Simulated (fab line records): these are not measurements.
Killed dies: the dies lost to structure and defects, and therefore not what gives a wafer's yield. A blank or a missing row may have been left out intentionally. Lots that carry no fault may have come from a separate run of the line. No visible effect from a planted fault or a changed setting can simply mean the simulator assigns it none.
fab line records    flow sky130
[record] lots = 11  wafers = 33  lastDay = 50
route steps=708 shown CAP2M@607 VIA4@642 METAL5@664 PAD_OPEN@708
lots that met no fault: taken from a fault-free run of the same line
startH: the number of hours between the record's first day and the start of the first shown wafer of the lot    waitH: hours since the lot's step before    " repeats the value in the row above    L1.1+2: several wafers, shown together as one row    - no value, or no start given    * or withheld: withheld    < > ~ a bound
route shown NAME@n: NAME is a module with steps in the file, n the number in the route of the first one    usual: mean/standard deviation taken from wafers without a fault    same: alike in all rows    chamber/n: place in a boat    sites: the reading at each site    _std_site: standard deviation across them    _edge_site: mean of outer sites minus mean of inner sites    radiusMm: how far each site lies from the wafer's centre    mask NAME#n: copy n    behind: the most recent tool/chamber to have shaped the wafer    hold: why the lot went on hold/how many hours it stayed there/how the hold came to an end    device: transistor that didn't switch, given as n, p or np    end of line: tests run on the same wafers once the route is complete    step lacking rows: just its recipe    killed: dies that structure and defects cost at the first sort, which is not the same as the wafer's yield    map: the dies of a wafer, with x for killed, . for not killed, _ for no die there
set.NAME: the run value of the setting; set.NAME@STEP: its run value at that earlier step    model.NAME: the simulator's own value behind a step, which no gauge read
steps of the route over a sample of lots; a table a step, a row a wafer
services: a tool's chamber out of use, with start hour (startH, from the record's first day; less than 0 if before it), hours out, and reason
[[steps]]
[step SKY_CAP2M_THK_MEAS_04]
[recipe] thkMeasGauge = xrf  reads = TiN_of_CAP2M_SPUTTER_02
[usual] CAP2M_TIN_THK = 195.0/2.5
lot.wafer  tool          chamber  startH   waitH  CAP2M_TIN_THK[nm]
L414.1     filmMetro-04  -        935.85   0.1    191.0
L414.3     "             -        "        "      195.1
L414.4     "             -        "        "      198.0
L415.3     filmMetro-01  -        948.00   0.1    199.2
L415.4     "             -        "        "      196.0
L415.6     "             -        "        "      194.8
L416.3     filmMetro-01  -        952.49   0.1    195.7
L416.4     "             -        "        "      193.6
L416.6     "             -        "        "      192.7
L418.4     filmMetro-02  -        959.71   0.1    191.8
L418.5     "             -        "        "      191.2
L418.6     "             -        "        "      193.7
L419.2     filmMetro-04  -        973.04   0.1    191.9
L419.4     "             -        "        "      191.6
L419.6     "             -        "        "      191.7
L423.1     filmMetro-04  -        997.97   0.1    195.3
L423.4     "             -        "        "      197.1
L423.6     "             -        "        "      199.4
L424.1     filmMetro-02  -        1008.06  0.1    197.2
L424.3     "             -        "        "      194.8
L424.5     "             -        "        "      193.7
L426.2     filmMetro-02  -        1015.07  0.1    195.8
L426.4     "             -        "        "      196.7
L426.6     "             -        "        "      197.9
L432.1     filmMetro-01  -        1051.84  0.1    192.3
L432.4     "             -        "        "      194.4
L432.6     "             -        "        "      195.7
L434.1     filmMetro-02  -        1067.28  0.1    192.2
L434.4     "             -        "        "      194.5
L434.6     "             -        "        "      191.7
L437.2     filmMetro-01  -        1084.78  0.1    192.7
L437.3     "             -        "        "      195.1
L437.5     "             -        "        "      190.3
[step SKY_VIA4_BOW_MEAS_03]
[recipe] mode = bow
[usual] VIA4_BOW = 80/8.4
lot.wafer  tool          chamber  startH   waitH  VIA4_BOW[um]
L414.1     filmMetro-04  -        985.55   0.2    78
L414.3     "             -        "        "      88
L414.4     "             -        "        "      78
L415.3     filmMetro-03  -        996.84   0.3    95
L415.4     "             -        "        "      89
L415.6     "             -        "        "      77
L416.3     filmMetro-01  -        1001.59  0.1    90
L416.4     "             -        "        "      76
L416.6     "             -        "        "      78
L418.4     filmMetro-03  -        1009.21  0.2    74
L418.5     "             -        "        "      77
L418.6     "             -        "        "      67
L419.2     filmMetro-01  -        1021.52  0.2    74
L419.4     "             -        "        "      82
L419.6     "             -        "        "      93
L423.1     filmMetro-04  -        1048.34  0.1    66
L423.4     "             -        "        "      84
L423.6     "             -        "        "      75
L424.1     filmMetro-04  -        1055.55  0.1    80
L424.3     "             -        "        "      83
L424.5     "             -        "        "      68
L426.2     filmMetro-03  -        1061.11  0.2    75
L426.4     "             -        "        "      77
L426.6     "             -        "        "      81
L432.1     filmMetro-03  -        1096.33  0.2    79
L432.4     "             -        "        "      80
L432.6     "             -        "        "      74
L434.1     filmMetro-04  -        1110.58  0.2    82
L434.4     "             -        "        "      81
L434.6     "             -        "        "      82
L437.2     filmMetro-01  -        1127.48  0.3    100
L437.3     "             -        "        "      94
L437.5     "             -        "        "      81
[step SKY_VIA4_COAT_06]
[recipe] resist = NOVOLAK  spinRpm = 3000  resistThkNm = 1140
[usual] exhaustPa = 45.0/0.82
lot.wafer  tool           chamber  startH   waitH  exhaustPa
L414.1     lithoTrack-02  0        996.59   0.1    45.5
L414.3     "              0        "        "      45.8
L414.4     "              0        "        "      45.5
L415.3     lithoTrack-03  0        1008.83  0.1    45.9
L415.4     "              0        "        "      44.1
L415.6     "              0        "        "      46.0
L416.3     lithoTrack-03  0        1012.98  0.1    44.4
L416.4     "              0        "        "      47.0
L416.6     "              0        "        "      44.3
L418.4     lithoTrack-02  0        1020.17  0.1    44.7
L418.5     "              0        "        "      44.3
L418.6     "              0        "        "      44.4
L419.2     lithoTrack-04  0        1032.88  0.1    45.3
L419.4     "              0        "        "      44.8
L419.6     "              0        "        "      44.3
L423.1     lithoTrack-04  0        1058.61  0.1    44.7
L423.4     "              0        "        "      45.1
L423.6     "              0        "        "      44.8
L424.1     lithoTrack-03  0        1065.58  0.1    44.9
L424.3     "              0        "        "      44.9
L424.5     "              0        "        "      44.6
L426.2     lithoTrack-03  0        1071.31  0.1    45.9
L426.4     "              0        "        "      44.5
L426.6     "              0        "        "      44.1
L432.1     lithoTrack-04  0        1106.26  0.1    44.6
L432.4     "              0        "        "      44.4
L432.6     "              0        "        "      45.3
L434.1     lithoTrack-04  0        1120.41  0.1    46.1
L434.4     "              0        "        "      45.3
L434.6     "              0        "        "      45.0
L437.2     lithoTrack-02  0        1136.17  0.1    45.9
L437.3     "              0        "        "      45.5
L437.5     "              0        "        "      46.2
[step SKY_VIA4_STRIP_13]
[recipe] chemistry = O2/N2  powerW = 1400  pressureMtorr = 1500  platenTempC = withheld  o2FlowSccm = 3000  n2FlowSccm = 300  overashFraction = 0.5
[usual] drypumpMotorCurrentA = 5.8/0.38  oesProductAu = 0.709/0.0045  stripTimeToEndpointS = 12.81/0.036
lot.wafer  tool            chamber  startH   waitH  drypumpMotorCurrentA  oesProductAu  rfHoursCounterH  stripTimeToEndpointS
L414.1     plasmaAsher-01  1        1008.90  -      5.9                   0.711         56               12.78
L414.3     "               0        "        "      6.2                   0.713         -                12.77
L414.4     "               1        "        "      5.9                   0.708         -                12.79
L415.3     plasmaAsher-01  1        1019.93  -      5.9                   0.709         -                12.77
L415.4     "               0        "        "      6.2                   0.710         -                12.82
L415.6     "               0        "        "      6.2                   0.709         -                12.82
L416.3     plasmaAsher-04  0        1023.65  -      5.6                   0.708         -                12.77
L416.4     "               1        "        "      5.1                   0.709         -                12.83
L416.6     "               0        "        "      5.6                   0.705         -                12.81
L418.4     plasmaAsher-01  0        1031.90  -      6.2                   0.714         -                12.81
L418.5     "               1        "        "      5.9                   0.704         -                12.77
L418.6     "               0        "        "      6.3                   0.716         -                12.79
L419.2     plasmaAsher-04  1        1043.59  -      5.1                   0.718         27               12.81
L419.4     "               1        "        "      5.1                   0.712         -                12.81
L419.6     "               1        "        "      5.2                   0.713         -                12.88
L423.1     plasmaAsher-01  0        1069.09  -      6.3                   0.710         62               12.78
L423.4     "               1        "        "      5.9                   0.708         -                12.78
L423.6     "               0        "        "      6.3                   0.701         -                12.82
L424.1     plasmaAsher-02  0        1076.69  -      6.0                   0.704         1                12.78
L424.3     "               1        "        "      5.7                   0.715         -                12.82
L424.5     "               1        "        "      5.7                   0.709         -                12.87
L426.2     plasmaAsher-01  0        1082.57  -      6.3                   0.709         64               12.81
L426.4     "               0        "        "      6.2                   0.714         -                12.79
L426.6     "               0        "        "      6.2                   0.706         -                12.80
L432.1     plasmaAsher-01  1        1116.14  -      5.9                   0.683         67               10.94
L432.4     "               1        "        "      5.9                   0.680         -                10.90
L432.6     "               0        "        "      6.2                   0.677         -                10.94
L434.1     plasmaAsher-04  0        1130.75  -      5.6                   0.677         36               10.94
L434.4     "               0        "        "      5.5                   0.675         -                10.86
L434.6     "               0        "        "      5.5                   0.672         -                10.89
L437.2     plasmaAsher-02  0        1146.30  -      6.0                   0.705         7                12.69
L437.3     "               1        "        "      5.7                   0.710         -                12.78
L437.5     "               0        "        "      6.0                   0.709         -                12.72
[step SKY_METAL5_SPUTTER_03]
[recipe] material = Ti  targetThkNm = 5  powerW = 3000  timeS = 3.3  chamberPressurePa = 0.4
[usual] throttleValvePct = 30.2/1.3
lot.wafer  tool           chamber  startH   waitH  throttleValvePct
L414.1     pvdSputter-02  -        1010.37  0.0    32.3
L414.3     "              -        "        "      29.1
L414.4     "              -        "        "      31.4
L415.3     pvdSputter-03  -        1021.28  0.0    29.7
L415.4     "              -        "        "      31.1
L415.6     "              -        "        "      28.4
L416.3     pvdSputter-03  -        1025.03  0.0    28.5
L416.4     "              -        "        "      29.9
L416.6     "              -        "        "      28.5
L418.4     pvdSputter-02  -        1033.61  0.0    32.2
L418.5     "              -        "        "      31.2
L418.6     "              -        "        "      29.3
L419.2     pvdSputter-01  -        1048.14  0.0    31.8
L419.4     "              -        "        "      30.0
L419.6     "              -        "        "      31.0
L423.1     pvdSputter-03  -        1070.66  0.0    28.7
L423.4     "              -        "        "      29.8
L423.6     "              -        "        "      31.2
L424.1     pvdSputter-02  -        1078.13  0.0    28.7
L424.3     "              -        "        "      29.1
L424.5     "              -        "        "      29.0
L426.2     pvdSputter-03  -        1084.10  0.0    29.9
L426.4     "              -        "        "      31.2
L426.6     "              -        "        "      28.6
L432.1     pvdSputter-03  -        1117.60  0.0    31.1
L432.4     "              -        "        "      29.8
L432.6     "              -        "        "      31.1
L434.1     pvdSputter-02  -        1132.13  0.0    32.4
L434.4     "              -        "        "      29.0
L434.6     "              -        "        "      28.9
L437.2     pvdSputter-03  -        1147.71  0.0    28.3
L437.3     "              -        "        "      30.2
L437.5     "              -        "        "      29.9
[step SKY_PAD_OPEN_PROBE_99]
[usual] defectLimitedYield = 82.5/1.8  killed_at_M0_to_M3 = 43/6.6  killed_at_M4_up = 2.9/1.8  killedAtContacts = 25/5.3  killedAtFrontEnd = 15/4.1  killedAtOther = 0.3/0.6  killedDies = 86/8.8  killedOpen = 47/6.7  killedShort = 39/6.2  sort_bin_3_pad_short = 0.9/0.44  sort_bin_5_function = 10.3/1.6  sort_bin_6_memory = 6.3/1  sortNPass = 406/8.8  sortYieldPct = 82.5/1.8
[same] grossDies = 492  killedAtBackSide = 0  sort_bin_4_leakage[%] = 0  sort_bin_8_speed[%] = 0
lot.wafer  tool       chamber  startH   waitH  defectLimitedYield[%]  killed_at_M0_to_M3  killed_at_M4_up  killedAtContacts  killedAtFrontEnd  killedAtOther  killedDies  killedOpen  killedShort  sort_bin_3_pad_short[%]  sort_bin_5_function[%]  sort_bin_6_memory[%]  sortNPass  sortYieldPct[%]
L418.4     prober-01  -        1101.51  0.2    85.2                   35                  2                22                14                0              73          38          35           0.8                      9.1                     4.9                   419        85.2
L418.5     prober-01  -        1101.56  0.2    82.5                   39                  3                31                13                0              86          49          37           1.0                      8.1                     8.3                   406        82.5
L418.6     prober-01  -        1101.61  0.2    81.5                   56                  3                20                12                0              91          46          45           1.2                      11.2                    6.1                   401        81.5
L423.1     prober-01  -        1136.14  0.1    83.5                   35                  3                26                17                0              81          44          37           0.4                      9.6                     6.5                   411        83.5
L423.4     prober-01  -        1136.29  0.2    81.5                   47                  4                31                9                 0              91          56          35           0.6                      10.8                    7.1                   401        81.5
L423.6     prober-01  -        1136.39  0.2    82.3                   42                  3                24                18                0              87          52          34           0.4                      11.8                    5.5                   405        82.3
// killed by level:class
L418.4 CONTACT:geometricParticle:open=8 LI_CONTACT:geometricParticle:open=7 VIA1:geometricParticle:open=6 METAL3:geometricParticle:short=6 FIELD_ISO:geometricParticle:open=5 VIA2:geometricParticle:open=5 VIA3:geometricParticle:open=5 FIELD_ISO:geometricParticle:short=4
L418.5 LI_CONTACT:geometricParticle:open=13 VIA1:geometricParticle:open=12 CONTACT:geometricParticle:short=7 CONTACT:geometricParticle:open=6 METAL1:geometricParticle:short=6 FIELD_ISO:geometricParticle:open=5 METAL2:geometricParticle:short=5 VIA1:geometricParticle:short=4
L418.6 VIA1:geometricParticle:open=15 VIA2:geometricParticle:short=7 VIA1:geometricParticle:short=6 VIA3:geometricParticle:open=6 METAL2:geometricParticle:short=6 VIA2:geometricParticle:open=6 CONTACT:geometricParticle:short=5 LI_CONTACT:geometricParticle:open=5
L423.1 LI_CONTACT:geometricParticle:open=9 VIA2:geometricParticle:open=8 CONTACT:geometricParticle:short=6 FIELD_ISO:geometricParticle:open=5 VIA3:geometricParticle:open=5 LOCAL_INTERCONNECT:geometricParticle:short=4 POLY_GATE:geometricParticle:short=4 POLY_GATE:geometricParticle:open=4
L423.4 VIA1:geometricParticle:open=12 CONTACT:geometricParticle:open=11 LI_CONTACT:geometricParticle:open=10 VIA2:geometricParticle:open=8 LI_CONTACT:geometricParticle:short=7 VIA3:geometricParticle:open=7 VIA1:geometricParticle:short=6 METAL2:geometricParticle:short=4
L423.6 CONTACT:geometricParticle:open=10 VIA1:geometricParticle:open=9 VIA3:geometricParticle:short=8 VIA3:geometricParticle:open=8 LI_CONTACT:geometricParticle:open=7 FIELD_ISO:geometricParticle:open=5 POLY_GATE:geometricParticle:short=4 POLY_GATE:geometricParticle:open=4
[[services]]
tool            chamber  startH   hours  kind
pvdSputter-01   -        978.30   0.6    repair
plasmaAsher-02  -        987.02   7.0    repair
pvdSputter-01   -        995.90   0.6    repair
pvdSputter-03   2        995.95   -      consumableReplace:kit
pvdSputter-03   2        995.95   18.0   scheduledDown
pvdSputter-03   2        995.95   18.0   ventCycle
plasmaAsher-02  -        999.27   0.7    repair
pvdSputter-02   -        999.87   5.3    repair
plasmaAsher-04  -        1005.88  1.0    repair
plasmaAsher-02  -        1017.07  4.1    repair
pvdSputter-02   1        1020.76  -      consumableReplace:kit
pvdSputter-02   1        1020.76  18.0   scheduledDown
pvdSputter-02   1        1020.76  18.0   ventCycle
plasmaAsher-04  -        1033.91  2.8    pm
plasmaAsher-02  -        1055.25  9.0    pm
plasmaAsher-02  -        1066.42  3.0    repair
pvdSputter-01   -        1082.31  2.5    repair
plasmaAsher-04  -        1096.74  5.2    repair
pvdSputter-01   -        1108.10  0.7    repair
plasmaAsher-02  -        1109.41  3.9    repair
pvdSputter-03   1        1119.55  -      consumableReplace:kit
pvdSputter-03   1        1119.55  18.0   scheduledDown
pvdSputter-03   1        1119.55  18.0   ventCycle
plasmaAsher-01  -        1134.65  2.8    pm
[[key]]
[firstSign] step = SKY_VIA4_STRIP_13  reading = stripTimeToEndpointS  direction = down  sigmas = 53  usual = *  struck = *
[effect] step = SKY_VIA4_STRIP_13  reading = oesProductAu  direction = down  sigmas = 7.1  usual = 0.709  struck = 0.677
metAt SKY_VIA4_COAT_06
struckLots L432,L434
notActingAt SKY_CAP2M_THK_MEAS_04,SKY_VIA4_BOW_MEAS_03,SKY_METAL5_SPUTTER_03
onsetBetween 1058.61 1106.26
[fault] kind = processParameterDrift  tool = lithoTrack-04  chamber = -  onsetH = 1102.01  steps = SKY_VIA4_COAT_06  channel = resistThkNm  offset = -171.03  shape = step  endH = 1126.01  actsIn = theseRecipesOnly  stated = 1140
